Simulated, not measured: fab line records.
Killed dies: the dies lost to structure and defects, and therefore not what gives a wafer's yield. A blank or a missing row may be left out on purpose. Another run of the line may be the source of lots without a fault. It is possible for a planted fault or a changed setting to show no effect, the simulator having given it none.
A lot that was struck, set against a sound lot || flow gf180mcu || 18 out of 602 route steps
Sound: the wafers L482.1, L482.2, L482.5. Struck: wafers L485.3, L485.5. (L485.4 of the same lot was not struck and is left out.) The cause comes at the end.
Per side, at each step with rows, come the tool, then ch with its chambers, and then its first start. Under that, the readings that differ: sound wafers || struck wafers || difference of the means || sigmas: that difference in standard deviations of wafers without a fault.
alike: readings whose means differ by less than 2 such deviations, and words and numbers that are the same on both sides. not compared: withheld readings, readings that some wafer has no value for, bounds like >300 that may hide the same value, and numbers for which the record gives no deviation and whose values overlap.
Wherever a step has rows on one side only, a row that says differs or no value, or a row with sigmas, the two part there. When numbers do not overlap yet have no deviation, they are printed without sigmas and do not part them. A reading that every wafer of one side lacks parts them only if that side has two wafers or more.

first, 3 steps without rows for these wafers: GF_V3_EXPOSE_11 (exposes mask Via3, target cd 260 nm); GF_V3_PEB_12 (peb time 90 s); GF_V3_DEVELOP_13 (develop time 60 s).
GF_V3_CD_MEAS_14: the cd target is 260 nm.
  sound on cd_sem-02 at day 23 10:11; struck on cd_sem-01 at day 24 06:07
  alike: cd_nm
GF_V3_OVL_MEAS_15:
  sound on overlay-02 at day 23 10:18; struck on overlay-02 at day 24 06:13
  alike: V3_OVL
then, 1 step without rows for these wafers: GF_V3_ETCH_16 (etches BARC in N2/H2).
GF_V3_ETCH_17: etches SiO2 in C4F8/O2/Ar, stops on TiN, target depth 635 nm.
  sound on rie_diel-02 ch 0,1,3; struck on rie_diel-04 ch 0,1
  alike: oes_product_au
GF_V3_STRIP_18: strips in O2/N2.
  sound on plasma_asher-03 ch 0,1, day 23 10:28; struck on plasma_asher-03 ch 0,1, day 24 06:24
  alike: drypump_motor_current_A, heater_power_w, oes_product_au
  not compared: rf_hours_counter_h
then, 2 steps without rows for these wafers: GF_V3_STRIP_19 (strips in post etch residue remover, time 1200 s); GF_V3_CLEAN_20 (cleans in DIW).
GF_V3_SPUTTER_21: material Ti, target thk 15 nm, time 80.02 s.
  sound on pvd_sputter-01 at day 23 11:01; struck on pvd_sputter-04 at day 24 06:54
  alike: throttle_valve_pct
GF_V3_SPUTTER_22: material TiN, target thk 10 nm, time 40 s.
  sound on pvd_sputter-01 at day 23 11:04; struck on pvd_sputter-04 at day 24 06:58
  alike: throttle_valve_pct
GF_V3_CVD_23: deposits W, target thk 350 nm, time 104.9 s.
  sound on cvd_w-01 ch 0,1, day 23 11:07; struck on cvd_w-01 ch 1, day 24 07:02
{"reading": "model.W_of_V3_CVD_23.thk_nm (nm)", "sound": "351.6 349.1 345", "struck": "109.5 108", "difference": -239.8, "sigmas": ""}
  alike: heater_power_outer_w, heater_power_w
GF_V3_RS_MEAS_24: a four-point-probe measurement.
  sound on film_metro-01 at day 23 11:13; struck on film_metro-04 at day 24 07:09
{"reading": "V3_W_RS (ohm/sq)", "sound": "0.326 0.328 0.332", "struck": "1.071 1.087", "difference": "+0.750", "sigmas": "+99 or more"}
GF_V3_THK_MEAS_25: measures by xrf.
  sound on film_metro-01 at day 23 11:20; struck on film_metro-04 at day 24 07:15
{"reading": "V3_W_THK (nm)", "sound": "342 342 337", "struck": "109 107", "difference": -232, "sigmas": -45}
GF_V3_CMP_26: polishes, stops on SiO2, t overpolish 15 s, target thk 0 nm.
  sound on cmp-01 ch 1,3, day 23 11:27; struck on cmp-01 ch 0,2, day 24 07:28
{"reading": "time_to_endpoint_s (s)", "sound": "85 94 96", "struck": "27 29", "difference": -64, "sigmas": -14}
  alike: edge_zone_pressure_frac, motor_current_A
GF_M4_SPUTTER_00: material Ti, target thk 37.5 nm, time 150 s.
  sound on pvd_sputter-04 at day 23 11:42; struck on pvd_sputter-02 at day 24 07:40
  alike: throttle_valve_pct
-- the record jumps here: 7 days lie between the struck wafers' starts before and after (it left off in module M4 and takes up again in module PASSIVATION, whose first step shown is number 602 of the route) --
GF_PASSIVATION_PROBE_99:
  only the struck wafers here have rows in the record (prober-02, day 30 20:58); the sound ones have none

== WHERE THEY PART ==
Last at GF_PASSIVATION_PROBE_99 as far as this record goes, first at GF_V3_RS_MEAS_24.

WHY: whatever the simulator had introduced
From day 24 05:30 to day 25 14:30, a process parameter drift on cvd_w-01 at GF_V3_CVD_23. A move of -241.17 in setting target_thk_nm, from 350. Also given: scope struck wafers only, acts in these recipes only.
